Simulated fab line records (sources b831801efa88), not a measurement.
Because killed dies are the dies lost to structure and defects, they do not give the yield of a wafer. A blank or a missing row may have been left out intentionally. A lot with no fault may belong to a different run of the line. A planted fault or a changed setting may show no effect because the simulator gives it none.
A lot that was struck, set against a sound lot || flow gf180mcu || 28 steps out of a route of 602
Sound: these wafers, L738.2, L738.3, L738.6. Struck: wafer L723.3 (L723.5, L723.6, from the same lot, were not struck and are left out); the cause is given at the end.
Per side, at each step with rows, come the tool, then ch with its chambers, and then its first start. Under that, the readings that differ: sound wafers || struck wafers || difference of the means || sigmas: that difference in standard deviations of wafers without a fault.
alike: readings whose means differ by less than 2 such deviations, and words and numbers that are the same on both sides. not compared: withheld readings, readings that some wafer has no value for, bounds like >300 that may hide the same value, and numbers for which the record gives no deviation and whose values overlap.
Wherever a step has rows on one side only, a row that says differs or no value, or a row with sigmas, the two part there. Numbers that don't overlap but have no deviation are shown without sigmas and don't part them. Lack of a reading on every wafer of one side parts them only where that side has two or more wafers.

first, 8 steps without rows for these wafers: GF_M5_DEVELOP_06 (develop time 60 s); GF_M5_ETCH_09 (etches Si3N4 in CF4/O2, target depth 52 nm, time 11.6 s); GF_M5_METAL_ETCH_10 (etches the open film in Cl2/BCl3, stops on SiO2, target depth 750.8 nm, time 125.1 s); GF_M5_STRIP_11 (strips in O2/N2); GF_M5_STRIP_12 (strips in post etch residue remover, time 1200 s); GF_M5_CLEAN_13 (cleans in DIW); GF_V5_CVD_00 (deposits SiO2, target thk 300 nm, time 50 s); GF_V5_CVD_02 (deposits SiO2 from TEOS, target thk 1450 nm, time 163.28 s).
GF_V5_CMP_04: polishes SiO2.
  sound on cmp-02 ch 1,2,3, day 32 17:05; struck on cmp-01 ch 0, day 28 19:58
{"reading": "retainingRingPressureFrac", "sound": "0.996 1.000 1.006", "struck": 0.989, "difference": -0.012, "sigmas": -2}
{"reading": "model.SiO2_of_V5_CVD_02.thkNm (nm)", "sound": "854.8 855.8 855.6", "struck": 770.2, "difference": -85.2, "sigmas": ""}
  alike: motorCurrentA
then, 9 steps without rows for these wafers: GF_V5_DEHYDRATE_06 (time 60 s); GF_V5_HMDS_07 (prime time 60 s); GF_V5_COAT_08; GF_V5_COAT_09 (resist thk 1000 nm); GF_V5_SOFTBAKE_10 (time 60 s); GF_V5_EXPOSE_11 (exposes mask Via5, target cd 260 nm); GF_V5_PEB_12 (peb time 90 s); GF_V5_DEVELOP_13 (develop time 60 s); GF_V5_ETCH_16 (etches BARC in N2/H2).
GF_V5_ETCH_17: etches SiO2 in C4F8/O2/Ar, stops on TiN, target depth 855 nm.
  sound on rieDiel-02 ch 2,3; struck on rieDiel-02 ch 1
{"reading": "oesProductAu (a.u.)", "sound": "0.856 0.864 0.863", "struck": 0.817, "difference": -0.044, "sigmas": -9}
{"reading": "model.etch.depthNm (nm)", "sound": "854.8 855.8 855.6", "struck": 770.2, "difference": -85.2, "sigmas": ""}
{"reading": "model.V5.featureDepthNm (nm)", "sound": "854.8 855.8 855.6", "struck": 770.2, "difference": -85.2, "sigmas": ""}
then, 6 steps without rows for these wafers: GF_V5_STRIP_18 (strips in O2/N2); GF_V5_STRIP_19 (strips in post etch residue remover, time 1200 s); GF_V5_CLEAN_20 (cleans in DIW); GF_V5_SPUTTER_21 (material Ti, target thk 15 nm, time 80.02 s); GF_V5_SPUTTER_22 (material TiN, target thk 10 nm, time 40 s); GF_V5_CVD_23 (deposits W, target thk 350 nm, time 104.9 s).
GF_V5_CMP_26: polishes, stops on SiO2, t overpolish 15 s, target thk 0 nm.
  sound on cmp-01 ch 1,2, day 33 10:04; struck on cmp-02 ch 1, day 29 16:08
{"reading": "model.SiO2_of_V5_CVD_02.thkNm (nm)", "sound": "851 852 851.8", "struck": 766.4, "difference": -85.2, "sigmas": ""}
  alike: motorCurrentA, retainingRingPressureFrac
then, 2 steps without rows for these wafers: GF_TOP_METAL_SPUTTER_00 (material Ti, target thk 37.5 nm, time 150 s); GF_PASSIVATION_PROBE_99.

== WHERE THEY PART ==
Last at GF_V5_ETCH_17 as far as this record goes, first at GF_V5_CMP_04. Later steps at which nothing parts them and some readings are alike: GF_V5_CMP_26.

WHY: what had been put in by the simulator
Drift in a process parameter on cmp-01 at GF_V5_CMP_04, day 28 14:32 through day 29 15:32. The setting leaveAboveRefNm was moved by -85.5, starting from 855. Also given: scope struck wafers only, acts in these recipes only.
